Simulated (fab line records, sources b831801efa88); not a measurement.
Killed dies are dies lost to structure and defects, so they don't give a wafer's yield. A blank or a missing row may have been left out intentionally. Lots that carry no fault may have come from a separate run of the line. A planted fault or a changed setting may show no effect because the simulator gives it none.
fab line records	flow sky130	part 1 of 2: steps 1 to 23 of 33
[record] lots = 5	wafers = 15	last-day = 49
route steps=708 shown VIA1@479 METAL2@483 VIA2@507
lots that met no fault: from a run of the same line without faults
start-h: hours from the record's opening day to when the first of the lot's shown wafers began	wait-h: hours since the lot's step before	" unchanged from the row above	L1.1+2: one row covering several wafers at once	- either no value or no given start	* or withheld: withheld	< > ~ a bound
route shown NAME@n: a module of which the file shows steps, and the number in the route of the first	usual: the fault-free wafers' mean and standard deviation	same: alike in all rows	chamber/n: place in a boat	sites: per-site readings	_std_site: standard deviation of those values	_edge_site: mean of outer sites minus mean of inner sites	radius-mm: how far each site lies from the wafer's centre	mask NAME#n: copy n	behind: the last tool/chamber to shape the wafer	hold: reason for holding the lot/hours on hold/outcome of the hold	device: names the non-switching transistor (n, p or np)	end of line: the tests these same wafers got at the end of their route	for a step that has no rows: nothing shown but its recipe	killed: not the wafer's yield, but the dies lost to structure and defects at the first sort	map: dies across one wafer; x = killed, . = not, _ = none there
set.NAME: the setting as run; set.NAME@STEP: as run at that earlier step	model.NAME: the simulator's own value behind a step, which no gauge read
lots at selected steps of the route; one table per step, one row per wafer
services: the hour from which a tool's chamber was out of use, counted from the record's first day as start-h (under 0 if before that day), plus the number of hours and why
[[steps]]
[step SKY_VIA1_CVD_21]
[recipe] material = W	target-thk-nm = 270	time-s = 80.902	temp-c = 400	pressure-torr = 40
[usual] chamber-pressure-Torr = 40.01/0.085	heater-power-w = 838/33
[same] time-s = 80.902
lot.wafer	tool	chamber	start-h	wait-h	chamber-pressure-Torr	heater-power-w
L078.2	cvd-w-02	1	824.53	0.0	39.94	878
L078.5	"	0	"	"	40.02	844
L078.6	"	1	"	"	39.93	839
L083.2	cvd-w-01	1	867.51	0.0	40.02	855
L083.3	"	1	"	"	40.03	853
L083.6	"	1	"	"	40.02	860
L086.2	cvd-w-01	1	883.93	0.0	40.13	868
L086.4	"	0	"	"	39.89	828
L086.5	"	1	"	"	40.13	857
L091.2	cvd-w-02	1	928.02	0.0	39.99	856
L091.3	"	0	"	"	40.02	847
L091.5	"	1	"	"	39.99	835
L093.2	cvd-w-01	0	935.09	0.0	39.96	774
L093.3	"	0	"	"	39.97	765
L093.5	"	1	"	"	40.16	805
[step SKY_VIA1_RS_MEAS_22]
[recipe] thk-meas-gauge = four-point-probe	reads = W_of_VIA1_CVD_21+TiN_of_VIA1_SPUTTER_20
[usual] VIA1_W_RS = 0.425/0.0062
lot.wafer	tool	chamber	start-h	wait-h	VIA1_W_RS[ohm/sq]
L078.2	film-metro-01	-	824.64	0.1	0.424
L078.5	"	-	"	"	0.430
L078.6	"	-	"	"	0.428
L083.2	film-metro-01	-	867.62	0.1	0.424
L083.3	"	-	"	"	0.421
L083.6	"	-	"	"	0.425
L086.2	film-metro-02	-	884.04	0.1	0.429
L086.4	"	-	"	"	0.420
L086.5	"	-	"	"	0.429
L091.2	film-metro-03	-	928.13	0.1	0.424
L091.3	"	-	"	"	0.436
L091.5	"	-	"	"	0.425
L093.2	film-metro-01	-	935.20	0.1	0.418
L093.3	"	-	"	"	0.417
L093.5	"	-	"	"	0.429
[step SKY_VIA1_THK_MEAS_23]
[recipe] thk-meas-gauge = xrf	reads = W_of_VIA1_CVD_21
[usual] VIA1_W_THK = 263/4.2
lot.wafer	tool	chamber	start-h	wait-h	VIA1_W_THK[nm]
L078.2	film-metro-01	-	824.75	0.1	266
L078.5	"	-	"	"	264
L078.6	"	-	"	"	265
L083.2	film-metro-01	-	867.73	0.1	266
L083.3	"	-	"	"	267
L083.6	"	-	"	"	265
L086.2	film-metro-02	-	884.15	0.1	256
L086.4	"	-	"	"	262
L086.5	"	-	"	"	258
L091.2	film-metro-03	-	928.24	0.1	266
L091.3	"	-	"	"	258
L091.5	"	-	"	"	264
L093.2	film-metro-01	-	935.31	0.1	267
L093.3	"	-	"	"	268
L093.5	"	-	"	"	260
[step SKY_VIA1_CMP_24]
[recipe] stop-on = SiO2	t-overpolish-s = 15	down-force-psi = 3.5	platen-rpm = 60	target-thk-nm = 0	pad-velocity-m-s = 0.94248
[usual] motor-current-A = 11.3/1.3	overpolish-run-s = 14.999/0.0094	retaining-ring-pressure-frac = 1.000/0.0056	slurry-flow-ml-min = 150.0/0.47	time-to-endpoint-s = 64/3
lot.wafer	tool	chamber	start-h	wait-h	motor-current-A	overpolish-run-s	retaining-ring-pressure-frac	slurry-flow-ml-min	time-to-endpoint-s
L078.2	cmp-01	0	824.90	0.1	14.2	14.998	0.996	149.1	67
L078.5	"	2	"	"	10.7	14.994	1.006	150.0	65
L078.6	"	3	"	"	12.5	14.988	1.014	149.6	66
L083.2	cmp-02	3	867.78	0.0	9.6	15.011	1.001	150.5	60
L083.3	"	2	"	"	12.6	14.996	0.990	150.4	63
L083.6	"	0	"	"	11.7	14.994	0.991	149.7	64
L086.4	cmp-01	0	884.20	0.0	13.3	15.001	1.000	149.5	73
L086.2	"	1	"	"	9.8	15.004	0.993	150.4	64
L086.5	"	1	"	"	10.0	14.991	0.998	150.4	67
L091.3	cmp-01	1	928.34	0.1	9.7	14.986	1.000	149.8	60
L091.2	"	2	"	"	10.3	14.995	0.999	150.6	64
L091.5	"	0	"	"	13.7	15.009	0.997	149.7	63
L093.2	cmp-01	0	935.41	0.1	13.8	14.997	1.008	150.7	67
L093.3	"	2	"	"	10.7	14.995	1.002	150.0	63
L093.5	"	3	"	"	12.2	14.992	1.005	150.2	62
[step SKY_METAL2_SPUTTER_00]
[recipe] material = Ti	target-thk-nm = 15	power-w = 3000	time-s = 10	chamber-pressure-pa = 0.4
[usual] throttle-valve-pct = 29.5/0.87
[same] time-s = 10
lot.wafer	tool	chamber	start-h	wait-h	throttle-valve-pct
L078.2	pvd-sputter-03	-	825.10	0.1	29.6
L078.5	"	-	"	"	31.0
L078.6	"	-	"	"	29.4
L083.2	pvd-sputter-01	-	868.08	0.2	29.4
L083.3	"	-	"	"	28.8
L083.6	"	-	"	"	29.2
L086.2	pvd-sputter-03	-	884.50	0.2	29.5
L086.4	"	-	"	"	28.8
L086.5	"	-	"	"	30.8
L091.2	pvd-sputter-03	-	928.59	0.1	28.7
L091.3	"	-	"	"	30.1
L091.5	"	-	"	"	30.0
L093.2	pvd-sputter-01	-	935.66	0.2	28.9
L093.3	"	-	"	"	28.4
L093.5	"	-	"	"	28.9
[step SKY_METAL2_SPUTTER_01]
[recipe] material = TiN	target-thk-nm = 20	power-w = 6500	time-s = 16.7	chamber-pressure-pa = 0.4
[usual] throttle-valve-pct = 29.5/0.86
[same] time-s = 16.7
lot.wafer	tool	chamber	start-h	wait-h	throttle-valve-pct
L078.2	pvd-sputter-03	-	825.13	0.0	29.5
L078.5	"	-	"	"	31.0
L078.6	"	-	"	"	29.5
L083.2	pvd-sputter-01	-	868.10	0.0	29.4
L083.3	"	-	"	"	29.2
L083.6	"	-	"	"	29.4
L086.2	pvd-sputter-03	-	884.52	0.0	29.5
L086.4	"	-	"	"	28.7
L086.5	"	-	"	"	30.7
L091.2	pvd-sputter-03	-	928.61	0.0	28.7
L091.3	"	-	"	"	29.9
L091.5	"	-	"	"	30.1
L093.2	pvd-sputter-01	-	935.69	0.0	28.9
L093.3	"	-	"	"	28.6
L093.5	"	-	"	"	29.1
[step SKY_METAL2_SPUTTER_02]
[recipe] material = AlCu	target-thk-nm = 250	power-w = 10600	time-s = 13.3	chamber-pressure-pa = 0.4
[usual] throttle-valve-pct = 29.5/0.88
[same] time-s = 13.3
lot.wafer	tool	chamber	start-h	wait-h	throttle-valve-pct
L078.2	pvd-sputter-03	-	825.15	0.0	29.5
L078.5	"	-	"	"	31.1
L078.6	"	-	"	"	29.5
L083.2	pvd-sputter-01	-	868.13	0.0	29.4
L083.3	"	-	"	"	29.0
L083.6	"	-	"	"	29.5
L086.2	pvd-sputter-03	-	884.55	0.0	29.7
L086.4	"	-	"	"	28.7
L086.5	"	-	"	"	30.7
L091.2	pvd-sputter-03	-	928.64	0.0	28.6
L091.3	"	-	"	"	29.8
L091.5	"	-	"	"	30.0
L093.2	pvd-sputter-01	-	935.71	0.0	28.9
L093.3	"	-	"	"	28.7
L093.5	"	-	"	"	28.8
[step SKY_METAL2_SPUTTER_03]
[recipe] material = Ti	target-thk-nm = 5	power-w = 3000	time-s = 3.3	chamber-pressure-pa = 0.4
[usual] throttle-valve-pct = 29.5/0.86
[same] time-s = 3.3
lot.wafer	tool	chamber	start-h	wait-h	throttle-valve-pct
L078.2	pvd-sputter-03	-	825.18	0.0	29.6
L078.5	"	-	"	"	30.7
L078.6	"	-	"	"	29.4
L083.2	pvd-sputter-01	-	868.15	0.0	29.6
L083.3	"	-	"	"	29.1
L083.6	"	-	"	"	29.4
L086.2	pvd-sputter-03	-	884.57	0.0	29.7
L086.4	"	-	"	"	28.8
L086.5	"	-	"	"	31.0
L091.2	pvd-sputter-03	-	928.66	0.0	28.5
L091.3	"	-	"	"	30.0
L091.5	"	-	"	"	30.2
L093.2	pvd-sputter-01	-	935.74	0.0	29.3
L093.3	"	-	"	"	28.5
L093.5	"	-	"	"	28.8
[step SKY_METAL2_SPUTTER_04]
[recipe] material = TiN	target-thk-nm = 70	power-w = 6500	time-s = 58.3	chamber-pressure-pa = 0.4
[usual] throttle-valve-pct = 29.5/0.87
[same] time-s = 58.3
lot.wafer	tool	chamber	start-h	wait-h	throttle-valve-pct
L078.2	pvd-sputter-03	-	825.20	0.0	29.8
L078.5	"	-	"	"	30.9
L078.6	"	-	"	"	29.6
L083.2	pvd-sputter-01	-	868.17	0.0	29.3
L083.3	"	-	"	"	28.9
L083.6	"	-	"	"	29.6
L086.2	pvd-sputter-03	-	884.59	0.0	29.7
L086.4	"	-	"	"	28.5
L086.5	"	-	"	"	30.9
L091.2	pvd-sputter-03	-	928.68	0.0	28.9
L091.3	"	-	"	"	30.2
L091.5	"	-	"	"	30.4
L093.2	pvd-sputter-01	-	935.75	0.0	28.8
L093.3	"	-	"	"	28.5
L093.5	"	-	"	"	29.0
[step SKY_METAL2_RS_MEAS_05]
[recipe] thk-meas-gauge = four-point-probe	reads = TiN_of_METAL2_SPUTTER_04+Ti_of_METAL2_SPUTTER_03+AlCu_of_METAL2_SPUTTER_02+TiN_of_METAL2_SPUTTER_01+Ti_of_METAL2_SPUTTER_00
[usual] METAL2_ALCU_RS = 0.1271/0.0014
lot.wafer	tool	chamber	start-h	wait-h	METAL2_ALCU_RS[ohm/sq]
L078.2	film-metro-04	-	825.26	0.0	0.1273
L078.5	"	-	"	"	0.1271
L078.6	"	-	"	"	0.1285
L083.2	film-metro-04	-	868.24	0.0	0.1271
L083.3	"	-	"	"	0.1262
L083.6	"	-	"	"	0.1272
L086.2	film-metro-01	-	884.66	0.0	0.1266
L086.4	"	-	"	"	0.1285
L086.5	"	-	"	"	0.1262
L091.2	film-metro-01	-	928.75	0.0	0.1267
L091.3	"	-	"	"	0.1271
L091.5	"	-	"	"	0.1272
L093.2	film-metro-01	-	935.82	0.0	0.1258
L093.3	"	-	"	"	0.1260
L093.5	"	-	"	"	0.1261
[step SKY_METAL2_THK_MEAS_06]
[recipe] thk-meas-gauge = xrf	reads = AlCu_of_METAL2_SPUTTER_02
[usual] METAL2_ALCU_THK = 249.5/2.9
lot.wafer	tool	chamber	start-h	wait-h	METAL2_ALCU_THK[nm]
L078.2	film-metro-04	-	825.37	0.1	247.9
L078.5	"	-	"	"	249.0
L078.6	"	-	"	"	247.0
L083.2	film-metro-04	-	868.35	0.1	250.6
L083.3	"	-	"	"	251.0
L083.6	"	-	"	"	249.9
L086.2	film-metro-01	-	884.77	0.1	250.9
L086.4	"	-	"	"	246.6
L086.5	"	-	"	"	248.6
L091.2	film-metro-01	-	928.86	0.1	250.3
L091.3	"	-	"	"	249.6
L091.5	"	-	"	"	248.4
L093.2	film-metro-01	-	935.93	0.1	252.6
L093.3	"	-	"	"	251.7
L093.5	"	-	"	"	250.9
[step SKY_METAL2_DEHYDRATE_07]
[recipe] temp-c = 200	time-s = 60
[usual] resist-line-temp-C = 23.03/0.11
[same] time-s = 60
lot.wafer	tool	chamber	start-h	wait-h	resist-line-temp-C
L078.2	litho-track-04	0	838.04	12.7	23.19
L078.5	"	0	"	"	23.19
L078.6	"	0	"	"	22.98
L083.2	litho-track-01	0	880.38	12.0	23.09
L083.3	"	0	"	"	23.08
L083.6	"	0	"	"	23.13
L086.2	litho-track-03	0	897.14	12.4	22.98
L086.4	"	0	"	"	22.88
L086.5	"	0	"	"	23.06
L091.2	litho-track-04	0	939.69	10.8	22.97
L091.3	"	0	"	"	22.83
L091.5	"	0	"	"	23.06
L093.2	litho-track-01	0	947.38	11.4	23.17
L093.3	"	0	"	"	23.08
L093.5	"	0	"	"	23.11
[step SKY_METAL2_HMDS_08]
[recipe] prime-time-s = 60	prime-temp-c = 120
[usual] resist-line-temp-C = 23.01/0.1
lot.wafer	tool	chamber	start-h	wait-h	resist-line-temp-C
L078.2	litho-track-04	0	838.19	0.1	22.99
L078.5	"	0	"	"	23.17
L078.6	"	0	"	"	22.97
L083.2	litho-track-01	0	880.53	0.1	23.01
L083.3	"	0	"	"	23.05
L083.6	"	0	"	"	22.98
L086.2	litho-track-03	0	897.29	0.1	22.90
L086.4	"	0	"	"	23.08
L086.5	"	0	"	"	22.91
L091.2	litho-track-04	0	939.84	0.1	22.84
L091.3	"	0	"	"	23.03
L091.5	"	0	"	"	22.96
L093.2	litho-track-01	0	947.53	0.1	23.19
L093.3	"	0	"	"	23.08
L093.5	"	0	"	"	23.17
[step SKY_METAL2_COAT_09]
[recipe] resist = BARC	temp-c = withheld	time-s = withheld	spin-rpm = 3000	resist-thk-nm = 60
[usual] resist-line-temp-C = *
lot.wafer	tool	chamber	start-h	wait-h	resist-line-temp-C
L078.2	litho-track-04	0	838.34	0.1	*
L078.5	"	0	"	"	*
L078.6	"	0	"	"	*
L083.2	litho-track-01	0	880.68	0.1	*
L083.3	"	0	"	"	*
L083.6	"	0	"	"	*
L086.2	litho-track-03	0	897.44	0.1	*
L086.4	"	0	"	"	*
L086.5	"	0	"	"	*
L091.2	litho-track-04	0	939.99	0.1	*
L091.3	"	0	"	"	*
L091.5	"	0	"	"	*
L093.2	litho-track-01	0	947.68	0.1	*
L093.3	"	0	"	"	*
L093.5	"	0	"	"	*
[step SKY_METAL2_COAT_10]
[recipe] resist = KrF-thick	spin-rpm = 3000	resist-thk-nm = 450
[usual] resist-line-temp-C = 23.01/0.11
lot.wafer	tool	chamber	start-h	wait-h	resist-line-temp-C
L078.2	litho-track-04	0	-	-	22.97
L078.5	"	0	"	"	23.03
L078.6	"	0	"	"	23.05
L083.2	litho-track-01	0	-	-	23.00
L083.3	"	0	"	"	22.78
L083.6	"	0	"	"	22.95
L086.2	litho-track-03	0	-	-	23.01
L086.4	"	0	"	"	22.99
L086.5	"	0	"	"	22.86
L091.2	litho-track-04	0	-	-	23.09
L091.3	"	0	"	"	23.06
L091.5	"	0	"	"	22.91
L093.2	litho-track-01	0	-	-	22.99
L093.3	"	0	"	"	23.16
L093.5	"	0	"	"	23.08
[step SKY_METAL2_SOFTBAKE_11]
[recipe] temp-c = 100	time-s = 90	resist = KrF-thick
[usual] resist-line-temp-C = 23.02/0.12
[same] time-s = 90
lot.wafer	tool	chamber	start-h	wait-h	resist-line-temp-C
L078.2	litho-track-04	0	-	-	23.02
L078.5	"	0	"	"	23.03
L078.6	"	0	"	"	23.09
L083.2	litho-track-01	0	-	-	22.97
L083.3	"	0	"	"	22.79
L083.6	"	0	"	"	22.98
L086.2	litho-track-03	0	-	-	23.28
L086.4	"	0	"	"	23.06
L086.5	"	0	"	"	23.23
L091.2	litho-track-04	0	-	-	23.19
L091.3	"	0	"	"	23.13
L091.5	"	0	"	"	23.02
L093.2	litho-track-01	0	-	-	23.09
L093.3	"	0	"	"	23.06
L093.5	"	0	"	"	23.17
[step SKY_METAL2_EXPOSE_12]
[recipe] mask-id = MM2	na = 0.8	source-shape = annular	sigma-inner = 0.55	sigma-outer = 0.85	target-cd-nm = 140	dose-mj = 28
[usual] exposure-dose-mJ-cm2 = 27.97/0.041
lot.wafer	tool	chamber	start-h	wait-h	mask	exposure-dose-mJ-cm2
L078.2	krf-scanner-02	0	-	-	MM2#0	27.98
L078.5	"	0	"	"	MM2#0	28.01
L078.6	"	0	"	"	MM2#0	28.00
L083.2	krf-scanner-01	0	-	-	MM2#0	27.92
L083.3	"	0	"	"	MM2#0	27.92
L083.6	"	0	"	"	MM2#0	27.95
L086.2	krf-scanner-01	0	-	-	MM2#0	27.94
L086.4	"	0	"	"	MM2#0	27.95
L086.5	"	0	"	"	MM2#0	27.90
L091.2	krf-scanner-02	0	-	-	MM2#0	28.00
L091.3	"	0	"	"	MM2#0	27.95
L091.5	"	0	"	"	MM2#0	27.98
L093.2	krf-scanner-02	0	-	-	MM2#0	28.02
L093.3	"	0	"	"	MM2#0	27.98
L093.5	"	0	"	"	MM2#0	28.00
[step SKY_METAL2_PEB_13]
[recipe] peb-temp-c = withheld	peb-time-s = withheld	resist = KrF-thick
[usual] resist-line-temp-C = *
lot.wafer	tool	chamber	start-h	wait-h	resist-line-temp-C
L078.2	litho-track-03	0	-	-	*
L078.5	"	0	"	"	*
L078.6	"	0	"	"	*
L083.2	litho-track-04	0	-	-	*
L083.3	"	0	"	"	*
L083.6	"	0	"	"	*
L086.2	litho-track-03	0	-	-	*
L086.4	"	0	"	"	*
L086.5	"	0	"	"	*
L091.2	litho-track-01	0	-	-	*
L091.3	"	0	"	"	*
L091.5	"	0	"	"	*
L093.2	litho-track-03	0	-	-	*
L093.3	"	0	"	"	*
L093.5	"	0	"	"	*
[step SKY_METAL2_DEVELOP_14]
[recipe] develop-time-s = 60	resist = KrF-thick	dev-temp-c = 21
[usual] resist-line-temp-C = 22.99/0.12
lot.wafer	tool	chamber	start-h	wait-h	resist-line-temp-C
L078.2	litho-track-03	0	-	-	22.85
L078.5	"	0	"	"	22.88
L078.6	"	0	"	"	22.92
L083.2	litho-track-04	0	-	-	23.07
L083.3	"	0	"	"	22.92
L083.6	"	0	"	"	22.91
L086.2	litho-track-03	0	-	-	23.04
L086.4	"	0	"	"	22.87
L086.5	"	0	"	"	22.99
L091.2	litho-track-01	0	-	-	23.06
L091.3	"	0	"	"	23.03
L091.5	"	0	"	"	22.91
L093.2	litho-track-03	0	-	-	23.06
L093.3	"	0	"	"	23.11
L093.5	"	0	"	"	22.95
[step SKY_METAL2_CD_MEAS_15]
[recipe] target-cd-nm = 140
[usual] cd-nm = 140.6/1.5
lot.wafer	tool	chamber	start-h	wait-h	cd-nm
L078.2	cd-sem-02	-	851.33	-	135.9
L078.5	"	-	"	"	137.7
L078.6	"	-	"	"	136.3
L083.2	cd-sem-01	-	893.34	-	142.8
L083.3	"	-	"	"	141.9
L083.6	"	-	"	"	142.6
L086.2	cd-sem-02	-	910.48	-	139.4
L086.4	"	-	"	"	143.0
L086.5	"	-	"	"	140.8
L091.2	cd-sem-02	-	953.37	-	140.2
L091.3	"	-	"	"	138.6
L091.5	"	-	"	"	138.8
L093.2	cd-sem-01	-	959.68	-	140.1
L093.3	"	-	"	"	138.3
L093.5	"	-	"	"	139.7
[step SKY_METAL2_OVL_MEAS_16]
[usual] METAL2_OVL = 0/4.8
lot.wafer	tool	chamber	start-h	wait-h	METAL2_OVL[nm]
L078.2	overlay-01	-	851.44	0.1	-7
L078.5	"	-	"	"	-2
L078.6	"	-	"	"	-12
L083.2	overlay-02	-	893.44	0.1	1
L083.3	"	-	"	"	1
L083.6	"	-	"	"	5
L086.2	overlay-01	-	910.59	0.1	-9
L086.4	"	-	"	"	-7
L086.5	"	-	"	"	-5
L091.2	overlay-01	-	953.48	0.1	-10
L091.3	"	-	"	"	-9
L091.5	"	-	"	"	-8
L093.2	overlay-01	-	959.79	0.1	-5
L093.3	"	-	"	"	2
L093.5	"	-	"	"	-2
[step SKY_METAL2_DESCUM_17]
[recipe] chemistry = O2	source-power-w = 150	bias-power-w = 0	pressure-mtorr = 10	temp-c = 40	time-s = 8
[usual] drypump-motor-current-A = 5.68/0.26	oes-product-au = 0.997/0.0077	rf-fwd-power-W = 147.1/0.61
[same] time-s = 8
lot.wafer	tool	chamber	start-h	wait-h	drypump-motor-current-A	oes-product-au	rf-fwd-power-W	rf-hours-counter-h
L078.2	rie-metal-02	1	851.47	0.0	5.98	1.007	147.3	6
L078.5	"	1	"	"	5.98	1.005	146.3	-
L078.6	"	0	"	"	5.73	0.988	147.7	-
L083.2	rie-metal-04	0	893.47	0.0	5.87	1.005	147.2	10
L083.3	"	1	"	"	5.69	1.013	145.8	-
L083.6	"	1	"	"	5.68	1.001	146.4	-
L086.2	rie-metal-01	1	910.62	0.0	5.15	0.985	146.6	16
L086.4	"	0	"	"	5.73	0.995	146.5	-
L086.5	"	0	"	"	5.72	0.995	147.1	-
L091.2	rie-metal-01	1	953.51	0.0	5.13	0.999	147.7	18
L091.3	"	0	"	"	5.70	1.005	147.4	-
L091.5	"	1	"	"	5.13	0.988	147.2	-
L093.2	rie-metal-02	0	959.82	0.0	5.72	0.991	148.4	19
L093.3	"	0	"	"	5.71	0.995	148.0	-
L093.5	"	1	"	"	5.98	1.011	146.3	-
[step SKY_METAL2_ETCH_18]
[recipe] chemistry = N2/H2	target = BARC	ion-energy-ev = 200	bias-w = 100	pressure-mtorr = 30	n2-flow-sccm = 100	h2-flow-sccm = 200	icp-w = 500	stop-on = SiO2	time-s = 45.9	target-depth-a = 600
[usual] drypump-motor-current-A = 5.69/0.26	oes-product-au = 0.855/0.005	rf-fwd-power-W = 494.9/2.2	throttle-valve-pct = 13.225/0.0089
[same] time-s = 45.9
lot.wafer	tool	chamber	start-h	wait-h	drypump-motor-current-A	oes-product-au	rf-fwd-power-W	rf-hours-counter-h	throttle-valve-pct
L078.2	rie-metal-02	1	851.50	0.0	5.99	0.861	494.2	6	13.232
L078.5	"	1	"	"	5.97	0.868	491.7	-	13.226
L078.6	"	0	"	"	5.75	0.850	495.9	-	13.222
L083.2	rie-metal-04	0	893.51	0.0	5.88	0.863	495.9	10	13.225
L083.3	"	1	"	"	5.67	0.858	492.9	-	13.228
L083.6	"	1	"	"	5.68	0.852	492.8	-	13.213
L086.2	rie-metal-01	1	910.65	0.0	5.15	0.852	494.1	16	13.229
L086.4	"	0	"	"	5.73	0.851	496.1	-	13.237
L086.5	"	0	"	"	5.73	0.857	497.0	-	13.239
L091.2	rie-metal-01	1	953.54	0.0	5.15	0.856	495.4	18	13.231
L091.3	"	0	"	"	5.75	0.854	495.7	-	13.225
L091.5	"	1	"	"	5.17	0.852	492.4	-	13.225
L093.2	rie-metal-02	0	959.85	0.0	5.75	0.854	497.0	19	13.239
L093.3	"	0	"	"	5.75	0.856	496.0	-	13.218
L093.5	"	1	"	"	5.99	0.860	495.6	-	13.211
